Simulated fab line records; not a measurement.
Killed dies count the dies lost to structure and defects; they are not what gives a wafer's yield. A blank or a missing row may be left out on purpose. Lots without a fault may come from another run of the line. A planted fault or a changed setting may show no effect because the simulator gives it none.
What tool caused it? ; flow sky130 ; 36 wafers from 12 lots sampled at 5 of the route's 708 steps

== WHAT EACH GAUGE READ, for each wafer ==
SKY_NWELL_RS_MEAS_31: measures by four-point-probe. Usual: for PWDE_RS the level is 5279 ohm/sq and the standard deviation is 17.
lot;measured;on;PWDE_RS (ohm/sq);flag
L289;day 5 05:45;film-metro-03;5273 5272 5264;
L290;day 5 10:16;film-metro-03;5299 5299 5279;
L291;day 5 17:13;film-metro-04;5284 5258 5252;
L292;day 6 00:44;film-metro-03;5258 5283 5251;
L293;day 6 10:17;film-metro-02;5299 5287 5284;
L294;day 6 13:00;film-metro-02;5254 5273 5292;
L295;day 6 21:14;film-metro-03;5293 5303 5295;
L303;day 9 00:55;film-metro-02;5206 5196 5205;OFF
L306;day 9 18:14;film-metro-02;5197 5202 5213;OFF
L307;day 10 01:22;film-metro-03;5312 5313 5289;
L308;day 10 07:16;film-metro-02;5304 5302 5297;
L310;day 10 17:30;film-metro-03;5250 5271 5247;

SKY_LDD_N_TW_MEAS_17. Usual: for LDD_N_TW the level is 2602 and the standard deviation is 14.
lot;measured;on;LDD_N_TW;flag
L289;day 17 20:50;film-metro-04;2612 2598 2607;
L290;day 18 02:40;film-metro-02;2630 2630 2632;
L291;day 18 16:10;film-metro-01;2609 2613 2601;
L292;day 19 01:13;film-metro-02;2622 2611 2629;
L293;day 19 12:01;film-metro-02;2627 2620 2615;
L294;day 19 19:52;film-metro-04;2612 2607 2609;
L295;day 20 11:58;film-metro-01;2590 2590 2615;
L303;day 24 12:16;film-metro-01;2588 2587 2598;
L306;day 24 10:43;film-metro-04;2597 2603 2599;
L307;day 24 17:07;film-metro-01;2577 2575 2598;
L308;day 24 23:01;film-metro-01;2587 2579 2578;
L310;day 25 10:53;film-metro-04;2599 2609 2607;

SKY_LOCAL_INTERCONNECT_CD_MEAS_11: target cd 170 nm. Usual: 169.6 nm for cd-nm, sd 1.5.
lot;measured;on;cd-nm (nm);flag
L289;day 30 12:20;cd-sem-01;168.5 167.7 170.0;
L290;day 30 16:47;cd-sem-01;171.1 171.5 170.3;
L291;day 31 02:02;cd-sem-01;172.3 170.0 171.5;
L292;day 31 12:52;cd-sem-01;168.2 169.6 170.9;
L293;day 31 22:35;cd-sem-02;170.8 170.7 168.8;
L294;day 32 02:43;cd-sem-01;169.2 167.1 167.4;
L295;day 32 19:23;cd-sem-01;168.8 170.1 170.5;
L303;day 36 09:02;cd-sem-01;170.4 171.1 169.6;
L306;day 36 05:49;cd-sem-01;170.6 170.4 171.2;
L307;day 36 14:07;cd-sem-02;168.4 169.7 170.8;
L308;day 36 15:23;cd-sem-02;167.8 168.2 166.5;
L310;day 37 02:53;cd-sem-01;169.4 168.4 168.7;

== EACH LOT AND THE TOOL THAT RAN IT (in order: tool; ch and the chambers of the sampled wafers; start) ==
lot;SKY_PWDE_IMPLANT_08;SKY_SONOS_ONO_STRIP_17
L289;implanter-02 ch 0, day 3 18:20;plasma-asher-02 ch 0,1, day 12 15:28
L290;implanter-03 ch 0, day 3 23:32;plasma-asher-01 ch 0,1, day 12 21:18
L291;implanter-03 ch 0, day 4 05:43;plasma-asher-01 ch 0,1, day 13 07:59
L292;implanter-02 ch 0, day 4 12:09;plasma-asher-01 ch 0,1, day 13 20:18
L293;implanter-04 ch 0, day 4 21:06;plasma-asher-02 ch 0,1, day 14 07:21
L294;implanter-04 ch 0, day 4 23:55;plasma-asher-02 ch 0,1, day 14 11:48
L295;implanter-02 ch 0, day 5 06:01;plasma-asher-03 ch 0,1, day 14 23:20
L303;implanter-04 ch 0, day 7 06:29;plasma-asher-02 ch 0,1, day 18 21:56
L306;implanter-04 ch 0, day 7 22:08;plasma-asher-01 ch 0,1, day 18 22:14
L307;implanter-02 ch 0, day 8 04:34;plasma-asher-02 ch 0,1, day 19 03:31
L308;implanter-02 ch 0, day 8 09:47;plasma-asher-01 ch 0,1, day 19 11:24
L310;implanter-03 ch 0, day 8 20:10;plasma-asher-01 ch 0,1, day 20 01:33
- SKY_PWDE_IMPLANT_08
- SKY_SONOS_ONO_STRIP_17: strips in O2/N2.

== WHAT THE TOOLS THEMSELVES READ (means of the sampled wafers that have a number; where no wafer has one, the mark that the record gives instead) ==
SKY_PWDE_IMPLANT_08. Usual: 3.601e+12 for dose-ions-cm2, sd 3.3e+09.
lot;tool;dose-ions-cm2;flag
L289;implanter-02;3.603e+12;
L290;implanter-03;3.602e+12;
L291;implanter-03;3.605e+12;
L292;implanter-02;3.602e+12;
L293;implanter-04;3.602e+12;
L294;implanter-04;3.602e+12;
L295;implanter-02;3.600e+12;
L303;implanter-04;3.666e+12;OFF
L306;implanter-04;3.669e+12;OFF
L307;implanter-02;3.601e+12;
L308;implanter-02;3.603e+12;
L310;implanter-03;3.599e+12;

SKY_SONOS_ONO_STRIP_17. Usual: chamber-pressure-mTorr 1500.2 mTorr, standard deviation 1.3; drypump-motor-current-A 5.6 A, standard deviation 0.46; oes-product-au 0.709 a.u., standard deviation 0.0045; strip-time-to-endpoint-s 14.11 s, standard deviation 0.042.
lot;tool;chamber-pressure-mTorr (mTorr);drypump-motor-current-A (A);oes-product-au (a.u.);strip-time-to-endpoint-s (s);flag
L289;plasma-asher-02;1500.8;5.2;0.706;14.07;
L290;plasma-asher-01;1499.7;5.7;0.713;14.10;
L291;plasma-asher-01;1499.2;5.9;0.710;14.13;
L292;plasma-asher-01;1500.2;5.9;0.710;14.10;
L293;plasma-asher-02;1501.1;5.2;0.710;14.15;
L294;plasma-asher-02;1500.5;5.2;0.710;14.11;
L295;plasma-asher-03;1500.3;6.2;0.711;14.08;
L303;plasma-asher-02;1499.4;5.2;0.708;14.13;
L306;plasma-asher-01;1501.0;5.9;0.710;14.11;
L307;plasma-asher-02;1501.2;5.2;0.713;14.09;
L308;plasma-asher-01;1500.3;5.9;0.715;14.10;
L310;plasma-asher-01;1500.6;5.7;0.711;14.11;

== THE ANSWER, worked out from the rows above alone ==
Rule: take the mean of a lot's wafers that have a number; if it is more than 3 standard deviations from the usual mean, the lot is off. Also off: a lot with no number at a reading for which 4 or more lots have one. Where the step has rows for the other lots, those lots are counted as sound. Order of review: gauges by route order, followed by the tools' own readings, for which a lot's mean as printed above is used. At the first step where some lot is off, the reading lying furthest off is the one used; lots without a number count as furthest.
Off: L303, L306, at SKY_NWELL_RS_MEAS_31 (PWDE_RS).
A tool fits if, at a process step before that reading, it ran every lot that is off, and no sound lot after the first of them. The gauges at SKY_NWELL_RS_MEAS_31 aren't tried: what is off there is off at SKY_PWDE_IMPLANT_08 too, on other tools, and a gauge's error can't cause that. One candidate fits, namely implanter-04 at SKY_PWDE_IMPLANT_08. Its last sound lot is L294 (day 4 23:55), its first lot that is off L303 (day 7 06:29): a fault that began between those two fits.
On the lots that are off, the tool's own readings at SKY_PWDE_IMPLANT_08 differ by more than 5 times the standard deviation of the sound lots' means, which bears it out; dose-ions-cm2 reads 3.668e+12 there versus 3.602e+12 on the sound lots.

== WHAT THE SIMULATOR HAD PUT IN ==
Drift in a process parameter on implanter-04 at SKY_PWDE_IMPLANT_08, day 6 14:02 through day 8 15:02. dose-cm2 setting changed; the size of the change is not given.
Shown lots that were struck: L303, L306. The rule above found the same.
